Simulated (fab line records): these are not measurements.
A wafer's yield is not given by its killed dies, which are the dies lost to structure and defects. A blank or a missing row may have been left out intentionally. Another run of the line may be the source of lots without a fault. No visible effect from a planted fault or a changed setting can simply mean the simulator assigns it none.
Check for tools in common / flow sky130 / 42 wafers sampled across 12 lots

== WHAT PROMPTED THE OPENING ==
SKY_NWELL_OVL_MEAS_23, reading NWELL_01_OVL: flagged on 2 of 12 lots. Wafers without a fault read -0.3 nm, standard deviation 1.3.
Rule: a lot is flagged in two cases, either no wafer of it has a number, or all its wafers with numbers fall more than 4 standard deviations from that mean. The rest of the lots are taken to be sound.

lot=L697; measured=day 5 21:43; on=overlay-01; NWELL_01_OVL (nm), wafer by wafer=-1.1 0.0 -0.9; flag=
lot=L696; measured=day 5 22:07; on=overlay-01; NWELL_01_OVL (nm), wafer by wafer=1.3 1.9 0.9; flag=
lot=L699; measured=day 6 00:58; on=overlay-02; NWELL_01_OVL (nm), wafer by wafer=0.2 1.4 1.6; flag=
lot=L698; measured=day 6 02:12; on=overlay-01; NWELL_01_OVL (nm), wafer by wafer=-3.0 -1.6 -1.2; flag=
lot=L701; measured=day 6 11:40; on=overlay-02; NWELL_01_OVL (nm), wafer by wafer=-0.7 -0.9 -0.9; flag=
lot=L703; measured=day 7 00:28; on=overlay-02; NWELL_01_OVL (nm), wafer by wafer=1.1 1.4 2.2; flag=
lot=L712; measured=day 9 19:52; on=overlay-02; NWELL_01_OVL (nm), wafer by wafer=241.5 243.8 241.4 240.9 243.5 241.3; flag=FLAGGED
lot=L714; measured=day 10 05:19; on=overlay-02; NWELL_01_OVL (nm), wafer by wafer=239.3 239.3 240.6 239.6 239.5 240.2; flag=FLAGGED
lot=L715; measured=day 10 09:29; on=overlay-01; NWELL_01_OVL (nm), wafer by wafer=-0.8 0.3 -2.3; flag=
lot=L716; measured=day 10 12:22; on=overlay-01; NWELL_01_OVL (nm), wafer by wafer=-0.6 0.0 -0.5; flag=
lot=L717; measured=day 11 02:03; on=overlay-01; NWELL_01_OVL (nm), wafer by wafer=-1.2 -0.6 -0.7; flag=
lot=L719; measured=day 11 11:27; on=overlay-02; NWELL_01_OVL (nm), wafer by wafer=-2.0 -1.4 -1.1; flag=
On average the flagged lots read 240.9 nm, which is +241.2 nm against the usual, or +99 or more standard deviations.

== EACH LOT AND THE TOOL IT RAN ON ==
The record keeps 1 process step preceding the reading, out of 708 steps on the route. Each cell gives the tool, then ch followed by the chambers the sampled wafers passed through, then the start.
lot=L697; flag=; SKY_NWELL_EXPOSE_20=ilineStepper-01 ch 0, day 5 13:13
lot=L696; flag=; SKY_NWELL_EXPOSE_20=ilineStepper-02 ch 0, day 5 13:49
lot=L699; flag=; SKY_NWELL_EXPOSE_20=ilineStepper-02 ch 0, day 5 16:43
lot=L698; flag=; SKY_NWELL_EXPOSE_20=ilineStepper-01 ch 0, day 5 17:34
lot=L701; flag=; SKY_NWELL_EXPOSE_20=ilineStepper-01 ch 0, day 6 03:10
lot=L703; flag=; SKY_NWELL_EXPOSE_20=ilineStepper-02 ch 0, day 6 15:10
lot=L712; flag=FLAGGED; SKY_NWELL_EXPOSE_20=ilineStepper-02 ch 0, day 9 08:53
lot=L714; flag=FLAGGED; SKY_NWELL_EXPOSE_20=ilineStepper-02 ch 0, day 9 18:13
lot=L715; flag=; SKY_NWELL_EXPOSE_20=ilineStepper-01 ch 0, day 9 22:16
lot=L716; flag=; SKY_NWELL_EXPOSE_20=ilineStepper-01 ch 0, day 10 01:31
lot=L717; flag=; SKY_NWELL_EXPOSE_20=ilineStepper-01 ch 0, day 10 13:38
lot=L719; flag=; SKY_NWELL_EXPOSE_20=ilineStepper-01 ch 0, day 11 00:26
What these steps do:
- SKY_NWELL_EXPOSE_20: exposes mask NWM COMPLEMENT, target cd 840 nm.
- SKY_NWELL_OVL_MEAS_23

== FLAGGED OVER TOTAL, TOOL BY TOOL (the gauges that took the reading come last) ==
step=SKY_NWELL_EXPOSE_20; tool=ilineStepper-01; lots run=7; flagged=0; share of the flagged lots=none; sound lots run after its first flagged lot=-
step=SKY_NWELL_EXPOSE_20; tool=ilineStepper-02; lots run=5; flagged=2; share of the flagged lots=all; sound lots run after its first flagged lot=0
step=SKY_NWELL_OVL_MEAS_23; tool=overlay-01; lots run=6; flagged=0; share of the flagged lots=none; sound lots run after its first flagged lot=-
step=SKY_NWELL_OVL_MEAS_23; tool=overlay-02; lots run=6; flagged=2; share of the flagged lots=all; sound lots run after its first flagged lot=1 (L719)

== THE TABLE: WHAT IT ALLOWS ==
Rows of the table that ran all the flagged lots, 2 in number: ilineStepper-02 at SKY_NWELL_EXPOSE_20; overlay-02 at SKY_NWELL_OVL_MEAS_23.
- ilineStepper-02 at SKY_NWELL_EXPOSE_20 ran 5 lots, 2 of them flagged. A fault beginning between L703 (day 6 15:10), its last sound lot, and L712 (day 9 08:53), its first flagged one, fits the data.
- overlay-02 at SKY_NWELL_OVL_MEAS_23 ran 6 lots, 2 of them flagged. After the first flagged lot (L719), sound lots still ran on it; a lasting fault on the whole tool would not permit that.
One tool is left: ilineStepper-02 at SKY_NWELL_EXPOSE_20.

== WHAT WAS PUT IN BY THE SIMULATOR ==
Scanner matching overlay: ilineStepper-02, from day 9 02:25 on, at SKY_NWELL_EXPOSE_20. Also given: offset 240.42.
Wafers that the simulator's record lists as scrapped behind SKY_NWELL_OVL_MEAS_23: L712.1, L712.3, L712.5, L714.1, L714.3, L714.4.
Lots struck among those shown: L712, L714. The rule given above showed the same thing.
